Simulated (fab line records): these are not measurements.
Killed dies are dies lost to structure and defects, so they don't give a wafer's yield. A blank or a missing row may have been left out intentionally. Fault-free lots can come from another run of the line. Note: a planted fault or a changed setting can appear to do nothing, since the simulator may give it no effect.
One fault seen from 2 desks ; flow sky130 ; each desk has only its own numbers; what lay behind them comes last

== METROLOGY DESK ==
Lot by lot, what the gauges showed, no matter which tool ran the lot: averages of those sampled wafers that carry a number. Marked OUT: a lot whose mean sits more than 4 standard deviations from the usual mean, which makes it out of limits; the brackets give that distance.
Columns: A = VT_ADJUST_PCH_TW at SKY_VT_ADJUST_PCH_TW_MEAS_10, usual 140.5; B = CONTACT_HDPCVD_THK at SKY_CONTACT_THK_MEAS_03, usual 564 nm; C = cdNm at SKY_CONTACT_CD_MEAS_14, usual 170.2 nm
lot;first seen here;A;B;C
L125;day 11 00:03;140.3;558;169.9
L128;day 12 02:30;139.0;572;168.8
L129;day 12 08:37;141.9;555;169.0
L130;day 12 15:17;141.6;570;172.6
L131;day 12 23:40;141.1;564;171.6
L132;day 13 01:10;142.2;565;171.0
L139;day 15 16:13;156.7 (+15) OUT;565;170.4
L140;day 15 22:44;157.1 (+15) OUT;558;169.0
L141;day 15 23:04;140.0;566;166.9
L143;day 16 15:22;141.2;565;170.1
L144;day 17 01:46;141.6;565;172.1
L146;day 17 23:25;139.9;571;171.2
This desk finds L139, L140 out of limits, with the earliest case on L139 at day 15 16:13 (VT_ADJUST_PCH_TW at SKY_VT_ADJUST_PCH_TW_MEAS_10). L125, L128, L129, L130, L131, L132, L141, L143, L144, L146 stayed within limits.

== FOR THE TOOL OWNER'S DESK: implanter-02 ==
For each lot that ran on this tool, the mean over its sampled wafers that have a number, from the tool's own readings at SKY_VT_ADJUST_PCH_IMPLANT_08. Marked OUT: a lot whose mean sits more than 4 standard deviations from the usual mean, which makes it out of limits; the brackets give that distance.
Columns: A = beamEnergyKeV at SKY_VT_ADJUST_PCH_IMPLANT_08, usual 9.999; B = doseIonsCm2 at SKY_VT_ADJUST_PCH_IMPLANT_08, usual 5e+11; C = faradayCurrentUA at SKY_VT_ADJUST_PCH_IMPLANT_08, usual 2.82
lot;first seen here;A;B;C
L125;day 10 23:48;9.999;5e+11;2.83
L130;day 12 15:02;9.998;5e+11;2.83
L131;day 12 23:25;10.000;5e+11;2.84
L132;day 13 00:56;10.002;5e+11;2.85
L139;day 15 15:58;9.996;8e+11 (+99 or more) OUT;4.34 (+28) OUT
L140;day 15 22:29;10.000;8e+11 (+99 or more) OUT;4.32 (+27) OUT
This desk's verdict: out of limits on L139, L140, starting with L139 at day 15 15:58 (doseIonsCm2 at SKY_VT_ADJUST_PCH_IMPLANT_08). L125, L130, L131, L132 stayed within limits.

== TAKEN TOGETHER ==
At day 15 15:58, on L139, L140, the tool owner's desk was in a position to raise an alarm.
L139, L140 would have let the metrology desk raise an alarm at day 15 16:13.
The lots listed all ran SKY_VT_ADJUST_PCH_IMPLANT_08 on implanter-02.

== WHAT THE SIMULATOR HAD PUT IN ==
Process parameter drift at SKY_VT_ADJUST_PCH_IMPLANT_08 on implanter-02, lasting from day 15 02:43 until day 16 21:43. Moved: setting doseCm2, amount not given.
Lots struck among those shown: L139, L140.
Time in hours from fault onset to the first out-of-limits reading at each desk: tool owner's desk 13, metrology desk 14.
